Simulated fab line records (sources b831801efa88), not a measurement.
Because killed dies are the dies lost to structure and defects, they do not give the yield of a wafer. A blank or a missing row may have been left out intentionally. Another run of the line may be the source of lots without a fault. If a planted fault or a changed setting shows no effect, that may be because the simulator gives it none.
fab line records -- flow sky130
record: lots: 12, wafers: 36, lastDay: 50
route steps=708 shown VIA1@460 VIA2@507 PAD_OPEN@708
lots that met no fault: taken from a fault-free run of the same line
startH: the number of hours between the record's first day and the start of the first shown wafer of the lot -- waitH: hours from the lot's prior step to this one -- " identical to the entry in the row above -- L1.1+2: a single row standing in for several wafers -- - no value, or no start was given -- * or withheld: withheld -- < > ~ a bound
route shown NAME@n: NAME is a module with steps in the file, n the number in the route of the first one -- usual: mean/standard deviation of fault-free wafers -- same: alike in all rows -- chamber/n: place in a boat -- sites: readings site by site -- _std_site: standard deviation across them -- _edge_site: outer sites' mean less inner sites' -- radiusMm: how far each site lies from the wafer's centre -- mask NAME#n: copy n -- behind: the most recent tool/chamber to have shaped the wafer -- hold: the reason the lot was held/the length of the hold in hours/how it ended -- device: the n, p or np transistor that did not switch -- end of line: tests run on the same wafers once the route is complete -- for a step that has no rows: nothing shown but its recipe -- killed: dies lost to structure and defects at the first sort, not the wafer's yield -- map: the dies of a wafer, with x for killed, . for not killed, _ for no die there
set.NAME: the run value of the setting; set.NAME@STEP: its run value at that earlier step -- model.NAME: the simulator's own value behind a step, which no gauge read
a sample of lots followed through the steps of the route, with each step as a table and each wafer as a row
services: when a tool's chamber went out of use (startH, in hours from the record's first day, below 0 if earlier), for how many hours, and the reason
== steps ==
step: SKY_VIA1_CMP_02
recipe: material: SiO2, downForcePsi: 4, platenRpm: 60, padVelocityMS: 0.94248
usual: headPressurePsi: 3.998/0.0084, motorCurrentA: 12.2/1, slurryFlowMlMin: 150.0/0.49
lot.wafer,tool,chamber,startH,waitH,headPressurePsi,motorCurrentA,slurryFlowMlMin
L625.3,cmp-01,0,782.17,0.1,4.012,11.0,149.9
L625.1,cmp-01,1,782.17,0.1,4.003,13.9,150.8
L625.5,cmp-01,3,782.17,0.1,4.000,12.1,149.6
L626.4,cmp-02,3,807.47,0.0,4.000,11.5,150.4
L626.2,cmp-02,2,807.47,0.0,4.003,10.9,149.2
L626.5,cmp-02,3,807.47,0.0,4.001,11.6,150.7
L627.4,cmp-02,1,808.73,0.0,4.004,12.6,150.6
L627.1,cmp-02,2,808.73,0.0,3.996,11.4,149.9
L627.6,cmp-02,1,808.73,0.0,3.989,12.3,150.8
L628.4,cmp-01,2,814.03,0.0,4.004,11.6,149.7
L628.3,cmp-01,3,814.03,0.0,3.989,13.0,150.0
L628.2,cmp-01,0,814.03,0.0,3.993,11.0,150.4
L629.3,cmp-01,0,818.81,0.0,4.006,11.0,150.2
L629.2,cmp-01,3,818.81,0.0,4.002,12.4,148.5
L629.5,cmp-01,0,818.81,0.0,4.009,12.0,150.9
L632.4,cmp-01,0,826.72,0.2,4.000,11.1,149.9
L632.2,cmp-01,1,826.72,0.2,4.003,14.0,150.5
L632.3,cmp-01,3,826.72,0.2,4.003,11.9,150.1
L630.3,cmp-02,3,828.38,0.1,3.995,12.2,150.0
L630.5,cmp-02,1,828.38,0.1,4.012,12.1,149.8
L630.6,cmp-02,2,828.38,0.1,3.991,11.4,149.7
L631.1,cmp-01,0,829.68,0.1,4.007,10.5,149.0
L631.3,cmp-01,2,829.68,0.1,3.986,11.8,149.6
L631.4,cmp-01,3,829.68,0.1,4.016,12.0,149.7
L635.3,cmp-01,1,858.36,0.1,4.003,14.2,149.9
L635.1,cmp-01,2,858.36,0.1,4.005,12.0,151.1
L635.6,cmp-01,0,858.36,0.1,3.993,10.9,150.8
L637.2,cmp-02,1,861.14,0.0,4.006,12.6,150.0
L637.4,cmp-02,3,861.14,0.0,4.002,11.6,149.9
L637.1,cmp-02,0,861.14,0.0,3.999,12.5,149.7
L638.3,cmp-02,1,873.79,0.2,3.987,12.1,149.2
L638.6,cmp-02,2,873.79,0.2,3.988,11.6,150.5
L638.5,cmp-02,3,873.79,0.2,4.004,11.9,150.4
L645.2,cmp-02,1,927.01,0.0,4.007,12.3,149.8
L645.4,cmp-02,2,927.01,0.0,4.016,10.8,149.3
L645.5,cmp-02,1,927.01,0.0,3.988,11.8,149.9
step: SKY_VIA1_BOW_MEAS_03
recipe: mode: bow
usual: VIA1_BOW: 79/7.2
lot.wafer,tool,chamber,startH,waitH,VIA1_BOW[um]
L625.1,filmMetro-04,-,782.37,0.1,74
L625.3,filmMetro-04,-,782.37,0.1,85
L625.5,filmMetro-04,-,782.37,0.1,71
L626.2,filmMetro-01,-,807.79,0.1,77
L626.4,filmMetro-01,-,807.79,0.1,76
L626.5,filmMetro-01,-,807.79,0.1,79
L627.1,filmMetro-04,-,809.03,0.2,83
L627.4,filmMetro-04,-,809.03,0.2,90
L627.6,filmMetro-04,-,809.03,0.2,85
L628.2,filmMetro-02,-,814.35,0.2,79
L628.3,filmMetro-02,-,814.35,0.2,73
L628.4,filmMetro-02,-,814.35,0.2,71
L629.2,filmMetro-02,-,819.13,0.1,77
L629.3,filmMetro-02,-,819.13,0.1,83
L629.5,filmMetro-02,-,819.13,0.1,80
L632.2,filmMetro-01,-,827.04,0.2,82
L632.3,filmMetro-01,-,827.04,0.2,70
L632.4,filmMetro-01,-,827.04,0.2,71
L630.3,filmMetro-02,-,828.62,0.2,85
L630.5,filmMetro-02,-,828.62,0.2,69
L630.6,filmMetro-02,-,828.62,0.2,83
L631.1,filmMetro-01,-,829.98,0.2,69
L631.3,filmMetro-01,-,829.98,0.2,65
L631.4,filmMetro-01,-,829.98,0.2,70
L635.1,filmMetro-01,-,858.61,0.1,71
L635.3,filmMetro-01,-,858.61,0.1,88
L635.6,filmMetro-01,-,858.61,0.1,79
L637.1,filmMetro-04,-,861.44,0.1,78
L637.2,filmMetro-04,-,861.44,0.1,83
L637.4,filmMetro-04,-,861.44,0.1,89
L638.3,filmMetro-04,-,873.98,0.1,73
L638.5,filmMetro-04,-,873.98,0.1,82
L638.6,filmMetro-04,-,873.98,0.1,79
L645.2,filmMetro-02,-,927.33,0.3,68
L645.4,filmMetro-02,-,927.33,0.3,84
L645.5,filmMetro-02,-,927.33,0.3,71
step: SKY_VIA2_HDPCVD_00
recipe: material: SiO2, targetThkNm: 1180, sigmaOpenFrac: 0.3, timeS: 196.7, tempC: 400, sih4FlowSccm: 60, pressureMtorr: 6
usual: sih4FlowSccm: 60.01/0.19
lot.wafer,tool,chamber,startH,waitH,sih4FlowSccm
L625.1,hdpcvd-01,0,839.36,0.0,60.22
L625.3,hdpcvd-01,1,839.36,0.0,60.00
L625.5,hdpcvd-01,2,839.36,0.0,60.12
L626.2,hdpcvd-01,1,861.74,0.0,59.80
L626.4,hdpcvd-01,1,861.74,0.0,59.94
L626.5,hdpcvd-01,0,861.74,0.0,60.23
L627.1,hdpcvd-02,0,862.66,0.0,59.94
L627.4,hdpcvd-02,0,862.66,0.0,59.88
L627.6,hdpcvd-02,1,862.66,0.0,60.12
L628.2,hdpcvd-02,2,868.81,0.0,59.74
L628.3,hdpcvd-02,1,868.81,0.0,60.01
L628.4,hdpcvd-02,1,868.81,0.0,60.15
L629.2,hdpcvd-02,1,873.60,0.0,59.91
L629.3,hdpcvd-02,2,873.60,0.0,60.14
L629.5,hdpcvd-02,0,873.60,0.0,59.90
L632.2,hdpcvd-02,1,881.37,0.0,60.31
L632.3,hdpcvd-02,2,881.37,0.0,59.73
L632.4,hdpcvd-02,1,881.37,0.0,60.04
L630.3,hdpcvd-01,2,882.48,0.0,60.16
L630.5,hdpcvd-01,0,882.48,0.0,60.03
L630.6,hdpcvd-01,2,882.48,0.0,60.02
L631.1,hdpcvd-01,1,885.55,0.0,59.83
L631.3,hdpcvd-01,2,885.55,0.0,60.23
L631.4,hdpcvd-01,2,885.55,0.0,60.10
L635.1,hdpcvd-01,1,913.70,0.0,59.81
L635.3,hdpcvd-01,0,913.70,0.0,60.07
L635.6,hdpcvd-01,2,913.70,0.0,59.96
L637.1,hdpcvd-01,0,915.41,0.0,71.97
L637.2,hdpcvd-01,2,915.41,0.0,72.07
L637.4,hdpcvd-01,1,915.41,0.0,72.03
L638.3,hdpcvd-01,0,926.01,0.0,71.81
L638.5,hdpcvd-01,1,926.01,0.0,71.92
L638.6,hdpcvd-01,2,926.01,0.0,72.49
L645.2,hdpcvd-02,0,979.46,0.0,60.19
L645.4,hdpcvd-02,1,979.46,0.0,60.04
L645.5,hdpcvd-02,2,979.46,0.0,60.15
step: SKY_VIA2_THK_MEAS_01
recipe: reads: SiO2_of_VIA2_HDPCVD_00
usual: VIA2_HDPCVD_THK: 1171/11
lot.wafer,tool,chamber,startH,waitH,VIA2_HDPCVD_THK[nm]
L625.1,filmMetro-03,-,839.48,0.1,1175
L625.3,filmMetro-03,-,839.48,0.1,1164
L625.5,filmMetro-03,-,839.48,0.1,1158
L626.2,filmMetro-03,-,861.88,0.1,1145
L626.4,filmMetro-03,-,861.88,0.1,1163
L626.5,filmMetro-03,-,861.88,0.1,1156
L627.1,filmMetro-04,-,862.79,0.1,1200
L627.4,filmMetro-04,-,862.79,0.1,1184
L627.6,filmMetro-04,-,862.79,0.1,1175
L628.2,filmMetro-04,-,868.95,0.1,1182
L628.3,filmMetro-04,-,868.95,0.1,1183
L628.4,filmMetro-04,-,868.95,0.1,1182
L629.2,filmMetro-04,-,873.73,0.1,1173
L629.3,filmMetro-04,-,873.73,0.1,1186
L629.5,filmMetro-04,-,873.73,0.1,1169
L632.2,filmMetro-02,-,881.51,0.1,1164
L632.3,filmMetro-02,-,881.51,0.1,1174
L632.4,filmMetro-02,-,881.51,0.1,1164
L630.3,filmMetro-03,-,882.63,0.1,1196
L630.5,filmMetro-03,-,882.63,0.1,1180
L630.6,filmMetro-03,-,882.63,0.1,1196
L631.1,filmMetro-04,-,885.68,0.1,1168
L631.3,filmMetro-04,-,885.68,0.1,1193
L631.4,filmMetro-04,-,885.68,0.1,1182
L635.1,filmMetro-03,-,913.83,0.1,1179
L635.3,filmMetro-03,-,913.83,0.1,1184
L635.6,filmMetro-03,-,913.83,0.1,1160
L637.1,filmMetro-04,-,915.54,0.1,1407
L637.2,filmMetro-04,-,915.54,0.1,1408
L637.4,filmMetro-04,-,915.54,0.1,1396
L638.3,filmMetro-03,-,926.15,0.1,1393
L638.5,filmMetro-03,-,926.15,0.1,1402
L638.6,filmMetro-03,-,926.15,0.1,1398
L645.2,filmMetro-02,-,979.60,0.1,1169
L645.4,filmMetro-02,-,979.60,0.1,1168
L645.5,filmMetro-02,-,979.60,0.1,1184
step: SKY_VIA2_SPUTTER_20
recipe: material: TiN, targetThkNm: 20, chamberPressurePa: 5, powerW: 4000, timeS: 80
usual: throttleValvePct: 30.2/1.1
lot.wafer,tool,chamber,startH,waitH,throttleValvePct
L625.1,pvdSputter-02,-,865.34,0.0,28.3
L625.3,pvdSputter-02,-,865.34,0.0,28.9
L625.5,pvdSputter-02,-,865.34,0.0,28.9
L626.2,pvdSputter-04,-,889.37,0.0,28.8
L626.4,pvdSputter-04,-,889.37,0.0,30.2
L626.5,pvdSputter-04,-,889.37,0.0,29.9
L627.1,pvdSputter-04,-,890.84,0.0,31.1
L627.4,pvdSputter-04,-,890.84,0.0,28.9
L627.6,pvdSputter-04,-,890.84,0.0,28.9
L628.2,pvdSputter-03,-,895.94,0.0,31.7
L628.3,pvdSputter-03,-,895.94,0.0,31.0
L628.4,pvdSputter-03,-,895.94,0.0,30.5
L629.2,pvdSputter-02,-,900.10,0.0,28.0
L629.3,pvdSputter-02,-,900.10,0.0,29.4
L629.5,pvdSputter-02,-,900.10,0.0,29.4
L632.2,pvdSputter-04,-,908.32,0.0,30.0
L632.3,pvdSputter-04,-,908.32,0.0,29.1
L632.4,pvdSputter-04,-,908.32,0.0,30.8
L630.3,pvdSputter-03,-,909.46,0.0,30.4
L630.5,pvdSputter-03,-,909.46,0.0,31.1
L630.6,pvdSputter-03,-,909.46,0.0,30.2
L631.1,pvdSputter-04,-,913.31,0.0,29.8
L631.3,pvdSputter-04,-,913.31,0.0,30.9
L631.4,pvdSputter-04,-,913.31,0.0,31.2
L635.1,pvdSputter-04,-,938.17,0.0,30.5
L635.3,pvdSputter-04,-,938.17,0.0,31.0
L635.6,pvdSputter-04,-,938.17,0.0,28.6
L637.1,pvdSputter-02,-,941.04,0.0,29.3
L637.2,pvdSputter-02,-,941.04,0.0,31.7
L637.4,pvdSputter-02,-,941.04,0.0,29.2
L638.3,pvdSputter-02,-,950.74,0.0,28.2
L638.5,pvdSputter-02,-,950.74,0.0,28.2
L638.6,pvdSputter-02,-,950.74,0.0,29.7
L645.2,pvdSputter-02,-,1005.53,0.0,28.4
L645.4,pvdSputter-02,-,1005.53,0.0,32.1
L645.5,pvdSputter-02,-,1005.53,0.0,32.1
step: SKY_PAD_OPEN_PROBE_99
usual: defectLimitedYield: 82.3/1.9, killed_at_M0_to_M3: 44/7.3, killed_at_M4_up: 3.4/1.7, killedAtContacts: 24/5.3, killedAtFrontEnd: 15/4.1, killedAtOther: 0.4/0.68, killedDies: 87/9.5, killedOnRim: 17/3.8, killedOpen: 48/7.1, killedShort: 39/5.8, sort_bin_3_pad_short: 0.8/0.39, sort_bin_5_function: 10.4/1.4, sort_bin_6_memory: 6.5/1.1, sortNPass: 405/9.5, sortYieldPct: 82.3/1.9
same: grossDies: 492, killedAtBackSide: 0, sort_bin_4_leakage[%]: 0, sort_bin_8_speed[%]: 0
lot.wafer,tool,chamber,startH,waitH,defectLimitedYield[%],killed_at_M0_to_M3,killed_at_M4_up,killedAtContacts,killedAtFrontEnd,killedAtOther,killedDies,killedOnRim,killedOpen,killedShort,sort_bin_3_pad_short[%],sort_bin_5_function[%],sort_bin_6_memory[%],sortNPass,sortYieldPct[%]
L631.1,prober-02,-,1125.34,0.1,82.9,45,0,20,18,1,84,15,50,34,1.0,10.2,5.9,408,82.9
L631.3,prober-02,-,1125.44,0.2,80.9,51,5,20,18,0,94,16,53,41,1.2,11.2,6.7,398,80.9
L631.4,prober-02,-,1125.49,0.2,83.9,45,4,22,8,0,79,16,51,28,0.8,9.8,5.5,413,83.9
L638.3,prober-02,-,1155.10,0.2,76.4,58,5,36,17,0,116,16,66,50,1.2,14.2,8.1,376,76.4
L638.5,prober-02,-,1155.20,0.2,78.7,54,2,34,14,1,105,27,60,45,0.6,12.0,8.7,387,78.7
L638.6,prober-02,-,1155.25,0.2,81.7,34,3,33,20,0,90,14,51,39,0.2,9.8,8.3,402,81.7
killed by level:class
L631.1 LI_CONTACT:geometricParticle:open=10 VIA3:geometricParticle:open=10 VIA2:geometricParticle:open=8 VIA1:geometricParticle:open=6 METAL3:geometricParticle:short=5 FIELD_ISO:geometricParticle:open=4 POLY_GATE:geometricParticle:open=4 CONTACT:geometricParticle:open=4
L631.3 VIA1:geometricParticle:open=11 LI_CONTACT:geometricParticle:open=7 CONTACT:geometricParticle:open=6 METAL1:geometricParticle:short=6 VIA3:geometricParticle:short=6 VIA3:geometricParticle:open=6 POLY_GATE:geometricParticle:open=5 POLY_GATE:geometricParticle:short=5
L631.4 VIA1:geometricParticle:open=13 CONTACT:geometricParticle:open=10 VIA3:geometricParticle:open=7 LI_CONTACT:geometricParticle:open=6 VIA2:geometricParticle:open=4 VIA3:geometricParticle:short=4 METAL1:geometricParticle:open=3 VIA1:geometricParticle:short=3
L638.3 VIA2:geometricParticle:open=15 CONTACT:geometricParticle:open=13 VIA1:geometricParticle:open=11 LOCAL_INTERCONNECT:geometricParticle:short=7 CONTACT:geometricParticle:short=7 METAL1:geometricParticle:short=7 METAL2:geometricParticle:short=6 POLY_GATE:geometricParticle:open=5
L638.5 CONTACT:geometricParticle:open=17 VIA2:geometricParticle:open=14 VIA1:geometricParticle:open=8 METAL2:geometricParticle:short=8 LI_CONTACT:geometricParticle:open=7 POLY_GATE:geometricParticle:short=6 VIA1:geometricParticle:short=6 METAL1:geometricParticle:short=5
L638.6 CONTACT:geometricParticle:open=12 VIA1:geometricParticle:open=9 LI_CONTACT:geometricParticle:open=7 CONTACT:geometricParticle:short=7 METAL1:geometricParticle:short=6 POLY_GATE:geometricParticle:short=5 VIA2:geometricParticle:open=5 FIELD_ISO:geometricParticle:open=4
== services ==
tool,chamber,startH,hours,kind
hdpcvd-01,-,775.38,2.8,pm
hdpcvd-02,-,777.20,1.1,repair
hdpcvd-02,-,778.35,6.0,pm
cmp-01,-,797.76,6.6,pm
hdpcvd-01,0,808.26,12.5,repair
pvdSputter-04,-,813.47,4.0,repair
pvdSputter-03,-,820.28,5.5,repair
cmp-02,-,821.63,5.8,pm
cmp-01,-,883.55,3.3,repair
cmp-02,-,884.73,3.4,repair
cmp-01,-,889.07,6.7,repair
cmp-02,-,889.42,0.8,repair
cmp-01,-,912.00,4.0,pm
cmp-01,-,916.00,-,consumableReplace:conditioner
cmp-01,-,916.00,-,consumableReplace:pad
cmp-02,-,917.92,3.2,repair
hdpcvd-02,-,950.25,15.0,pm
hdpcvd-02,0,950.25,15.0,ventCycle
cmp-01,-,956.21,36.2,repair
hdpcvd-01,0,978.72,6.2,repair
pvdSputter-02,-,982.20,5.8,repair
cmp-02,-,992.59,8.3,pm
hdpcvd-02,-,997.11,5.5,pm
cmp-01,-,1000.93,4.5,pm
== key ==
firstSign: step: SKY_VIA2_HDPCVD_00, reading: sih4FlowSccm, direction: up, sigmas: 64, usual: 60.01, struck: 72.05
effect: step: SKY_VIA2_THK_MEAS_01, reading: VIA2_HDPCVD_THK, direction: up, sigmas: 21, usual: 1171, struck: 1401
metAt SKY_VIA2_HDPCVD_00
struckLots L637,L638
notActingAt SKY_VIA1_CMP_02,SKY_VIA1_BOW_MEAS_03,SKY_VIA2_SPUTTER_20
onsetBetween 913.70 915.41
fault: kind: processParameterDrift, tool: hdpcvd-01, chamber: -, onsetH: 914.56, steps: SKY_VIA2_HDPCVD_00, channel: sih4FlowSccm, offset: 12, shape: step, endH: 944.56, actsIn: theseRecipesOnly, stated: 60
